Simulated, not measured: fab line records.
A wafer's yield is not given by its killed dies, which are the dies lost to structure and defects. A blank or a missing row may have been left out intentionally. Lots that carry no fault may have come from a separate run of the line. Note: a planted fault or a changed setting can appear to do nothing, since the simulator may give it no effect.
Matching of chambers ; flow sfq_line ; SFQ_TRILAYER_I2_DEP_PECVD_063 on pecvd-03 has 3 sister chambers
The step deposits SiO2 from SiH4/N2O, time 111.11 s, target thk 500 nm. 5 wafers are shown with their chamber, then 7 later ones without.

== WAFERS PAIRED WITH THEIR CHAMBERS ==
wafer;chamber;throttle_valve_pct (%);heater_power_w (W)
L193.2;1;24.3;69
L194.4;2;25.8;95
L194.5;0;26.5;95
L201.1;2;25.9;95
L201.3;0;26.5;86

== WAFERS WITHOUT THEIR CHAMBER ==
wafer;throttle_valve_pct (%);heater_power_w (W)
L201.5;26.1;99
L208.3;25.5;98
L208.4;25.8;82
L208.6;24.2;70
L210.2;25.8;99
L210.3;24.1;77
L210.4;26.6;103

== WHICH CHAMBER EACH ONE RAN IN ==
wafer;from the rows above;in truth
L201.5;2;2
L208.3;2;2
L208.4;2;2
L208.6;1;1
L210.2;2;2
L210.3;1;1
L210.4;0;0
7 of 7 placed correctly. Can't be placed from these rows: 0. Placed wrongly: 0.
How it was worked out, from the rows above alone: a wafer's distance from a chamber is the root of the sum, over the readings, of the square of ((its reading less the chamber's mean) divided by the reading's scatter). The wafer belongs to the nearest chamber; if the next one is less than 2 further off, it can't be placed. Each chamber's mean is taken over the wafers shown for it. The scatter: take each reading less its chamber's mean, square it, sum over the shown wafers, divide by the number of wafers less the number of chambers, and take the root.
